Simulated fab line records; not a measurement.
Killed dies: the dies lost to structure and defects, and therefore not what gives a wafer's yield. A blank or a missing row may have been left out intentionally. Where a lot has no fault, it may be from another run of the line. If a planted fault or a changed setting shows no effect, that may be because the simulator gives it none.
Matching of chambers :: flow sky130 :: rie diel-02 running SKY_CONTACT_ETCH_16: 4 sister chambers
The step etches BARC in N2/H2, stops on SiO2, time 45.9 s, target depth 60 nm. 8 wafers are shown with their chamber, then 8 later ones without.

== WAFERS WITH THEIR CHAMBER ==
wafer: L876.4
chamber: 3
oes product au (a.u.): 0.857
throttle valve pct (%): 13.213

wafer: L875.4
chamber: 0
oes product au (a.u.): 0.859
throttle valve pct (%): 13.228

wafer: L880.3
chamber: 0
oes product au (a.u.): 0.860
throttle valve pct (%): 13.219

wafer: L880.6
chamber: 2
oes product au (a.u.): 0.846
throttle valve pct (%): 13.212

wafer: L881.3
chamber: 1
oes product au (a.u.): 0.856
throttle valve pct (%): 13.220

wafer: L881.4
chamber: 2
oes product au (a.u.): 0.848
throttle valve pct (%): 13.235

wafer: L881.6
chamber: 1
oes product au (a.u.): 0.861
throttle valve pct (%): 13.229

wafer: L887.1
chamber: 3
oes product au (a.u.): 0.851
throttle valve pct (%): 13.237

== WAFERS WHOSE CHAMBER IS MISSING ==
wafer: L887.2
oes product au (a.u.): 0.862
throttle valve pct (%): 13.215

wafer: L887.5
oes product au (a.u.): 0.851
throttle valve pct (%): 13.218

wafer: L892.1
oes product au (a.u.): 0.853
throttle valve pct (%): 13.219

wafer: L892.3
oes product au (a.u.): 0.848
throttle valve pct (%): 13.240

wafer: L892.5
oes product au (a.u.): 0.854
throttle valve pct (%): 13.232

wafer: L896.1
oes product au (a.u.): 0.852
throttle valve pct (%): 13.218

wafer: L896.2
oes product au (a.u.): 0.852
throttle valve pct (%): 13.227

wafer: L896.4
oes product au (a.u.): 0.859
throttle valve pct (%): 13.221

== WHICH CHAMBER EACH ONE RAN IN ==
wafer: L887.2
from the rows above: can't be placed: 0 or 1 or 3
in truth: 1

wafer: L887.5
from the rows above: can't be placed: 3 or 2 or 1 or 0
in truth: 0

wafer: L892.1
from the rows above: can't be placed: 3 or 1 or 2 or 0
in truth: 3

wafer: L892.3
from the rows above: can't be placed: 2 or 3
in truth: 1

wafer: L892.5
from the rows above: can't be placed: 3 or 1 or 0 or 2
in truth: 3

wafer: L896.1
from the rows above: can't be placed: 3 or 2 or 1 or 0
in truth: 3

wafer: L896.2
from the rows above: can't be placed: 3 or 2 or 1 or 0
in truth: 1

wafer: L896.4
from the rows above: can't be placed: 0 or 1 or 3
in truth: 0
Correctly placed: 0 of 8. Can't be placed from these rows: 8 (the true chamber is among the candidates in 7). 0 placed wrongly.
How it was worked out, from the rows above alone: a wafer's distance from a chamber is the root of the sum, over the readings, of the square of ((its reading less the chamber's mean) divided by the reading's scatter). The wafer belongs to the nearest chamber; if the next one is less than 2 further off, it can't be placed. Each chamber's mean is taken over the wafers shown for it. How the scatter is found: for the shown wafers, subtract from each reading the mean of its chamber, square and add these, divide the total by (wafers less chambers), then take the root.
